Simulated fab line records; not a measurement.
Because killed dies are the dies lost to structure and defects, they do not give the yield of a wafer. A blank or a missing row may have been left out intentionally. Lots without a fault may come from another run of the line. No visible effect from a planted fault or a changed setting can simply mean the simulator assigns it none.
A lot that was struck, set against a sound lot ; flow sky130 ; 43 steps out of a route of 708
Sound: wafers L787.1, L787.3, L787.5. Struck: wafers L799.1, L799.2, L799.3. Last of all comes the cause.
Order at every step that has rows: each side's tool, ch and its chambers, its first start. Under that, the readings that differ: sound wafers ; struck wafers ; difference of the means ; sigmas: that difference in standard deviations of wafers without a fault.
alike: readings with means less than 2 such deviations apart, plus words and numbers identical on both sides. not compared: withheld readings, readings lacking a value on some wafer, bounds such as >300 that could conceal the same value, and numbers that have no deviation in the record and whose values overlap.
The two part at a step that has a row with sigmas, a row that says differs or no value, or rows on one side only. Non-overlapping numbers with no deviation appear without sigmas and do not part them. A reading missing from all wafers of one side parts the sides only when that side holds two or more wafers.

first, 1 step without rows for these wafers: SKY_GATE_OXIDE_OXIDATION_01 (stabilise 600 s, purge 300 s, target thk 10.268 nm).
SKY_GATE_OXIDE_THK_MEAS_02:
  sound on filmMetro-02, day 15 10:35; struck on filmMetro-02, day 19 13:43
  alike: GATE_OXIDE_OXIDATION_00_THK
then, 7 steps without rows for these wafers: SKY_GATE_OXIDE_DEHYDRATE_03 (time 60 s); SKY_GATE_OXIDE_HMDS_04 (prime time 60 s); SKY_GATE_OXIDE_COAT_05 (resist thk 1140 nm); SKY_GATE_OXIDE_SOFTBAKE_06 (time 60 s); SKY_GATE_OXIDE_EXPOSE_07 (exposes mask LVOM, target cd 600 nm); SKY_GATE_OXIDE_PEB_08; SKY_GATE_OXIDE_DEVELOP_09 (develop time 60 s).
SKY_GATE_OXIDE_OVL_MEAS_10:
  sound on overlay-01, day 16 14:43; struck on overlay-01, day 20 20:07
  alike: GATE_OXIDE_OVL
then, 2 steps without rows for these wafers: SKY_GATE_OXIDE_IMPLANT_11; SKY_GATE_OXIDE_WET_ETCH_12 (etches SiO2 in dHF, target depth 16.8 nm, time 336 s).
SKY_GATE_OXIDE_STRIP_13: strips in O2/N2.
  sound on plasmaAsher-02 ch 0,1, day 16 15:01; struck on plasmaAsher-03 ch 0,1, day 20 20:25
reading;sound;struck;difference;sigmas
stripTimeToEndpointS (s);14.04 14.07 14.13;14.20 14.22 14.18;+0.12;+3
  alike: drypumpMotorCurrentA, oesProductAu
  not compared: rfHoursCounterH
SKY_GATE_OXIDE_TW_MEAS_14:
  sound on filmMetro-03, day 16 15:07; struck on filmMetro-03, day 20 20:31
  alike: GATE_OXIDE_TW
then, 3 steps without rows for these wafers: SKY_GATE_OXIDE_CLEAN_15 (cleans in SC1/SC2, time 150 s); SKY_GATE_OXIDE_OXIDATION_16 (stabilise 600 s, purge 300 s, target thk 3.57 nm); SKY_POLY_GATE_CVD_00 (deposits poly-Si, target thk 180 nm, time 720 s).
SKY_POLY_GATE_THK_MEAS_01:
  sound on filmMetro-03, day 16 19:23; struck on filmMetro-03, day 20 23:21
  alike: POLY_GATE_CVD_00_THK
then, 8 steps without rows for these wafers: SKY_RES_PROTECT_DEHYDRATE_00 (time 60 s); SKY_RES_PROTECT_HMDS_01 (prime time 60 s); SKY_RES_PROTECT_COAT_02 (resist thk 1140 nm); SKY_RES_PROTECT_SOFTBAKE_03 (time 60 s); SKY_RES_PROTECT_EXPOSE_04 (exposes mask RPM, target cd 1270 nm); SKY_RES_PROTECT_PEB_05; SKY_RES_PROTECT_DEVELOP_06 (develop time 60 s); SKY_POLY_GATE_IMPLANT_02.
SKY_RES_PROTECT_STRIP_07: strips in O2/N2.
  sound on plasmaAsher-01 ch 0,1, day 18 00:12; struck on plasmaAsher-01 ch 0,1, day 22 05:46
  alike: drypumpMotorCurrentA, oesProductAu, stripTimeToEndpointS
  not compared: rfHoursCounterH
SKY_RES_PROTECT_TW_MEAS_08:
  sound on filmMetro-01, day 18 00:18; struck on filmMetro-02, day 22 05:52
  alike: POLY_GATE_TW
then, 2 steps without rows for these wafers: SKY_RES_PROTECT_CLEAN_09 (cleans in SC1/SC2, time 150 s); SKY_POLY_GATE_CVD_03 (deposits Si3N4 from DCS/NH3, target thk 75 nm, time 1290 s).
SKY_POLY_GATE_THK_MEAS_04:
  sound on filmMetro-04, day 18 01:51; struck on filmMetro-01, day 22 07:21
  alike: POLY_GATE_CVD_03_THK
then, 8 steps without rows for these wafers: SKY_POLY_GATE_DEHYDRATE_05 (time 60 s); SKY_POLY_GATE_HMDS_06 (prime time 60 s); SKY_POLY_GATE_COAT_07 (resist thk 110 nm); SKY_POLY_GATE_COAT_08 (resist thk 450 nm); SKY_POLY_GATE_SOFTBAKE_09 (time 90 s); SKY_POLY_GATE_EXPOSE_10 (exposes mask P1M, target cd 150 nm); SKY_POLY_GATE_PEB_11; SKY_POLY_GATE_DEVELOP_12 (develop time 60 s).
SKY_POLY_GATE_CD_MEAS_13: the cd target is 150 nm.
  sound on cdSem-02, day 19 08:52; struck on cdSem-02, day 23 13:54
  alike: cdNm
SKY_POLY_GATE_OVL_MEAS_14:
  sound on overlay-02, day 19 08:59; struck on overlay-01, day 23 14:01
  alike: POLY_GATE_OVL
SKY_POLY_GATE_ETCH_15: etches BARC in N2/H2, stops on SiO2, time 118.5 s, target depth 110 nm.
  sound on rieDiel-02 ch 1,3, day 19 09:02; struck on rieDiel-01 ch 1,2,3, day 23 14:04
  alike: drypumpMotorCurrentA, oesProductAu, throttleValvePct
  not compared: rfHoursCounterH
-- a jump in the record: the struck wafers' starts before and after are 27 days apart (it breaks off in module POLY_GATE and resumes in module PAD_OPEN, where the first step shown is number 708 of the route) --
SKY_PAD_OPEN_PROBE_99:
  sound on prober-01, day 48 04:09; struck on prober-02, day 50 16:43
reading;sound;struck;difference;sigmas
hold;- - -;awaitDispo/2.4h/release awaitDispo/2.4h/release awaitDispo/2.4h/release;no value on the sound wafers;
killedAtFrontEnd;12 16 11;47 54 48;+37;+9
killedDies;81 80 87;107 127 115;+34;+3
killedOnRim;17 13 19;22 30 27;+10;+3
  alike: killed_at_M0_to_M3, killed_at_M4_up, killedAtContacts, killedAtOther, killedOpen, killedShort

## WHERE THEY PART
Earliest at SKY_GATE_OXIDE_STRIP_13; latest, in this record, at SKY_PAD_OPEN_PROBE_99.

WHY: what had been put in by the simulator
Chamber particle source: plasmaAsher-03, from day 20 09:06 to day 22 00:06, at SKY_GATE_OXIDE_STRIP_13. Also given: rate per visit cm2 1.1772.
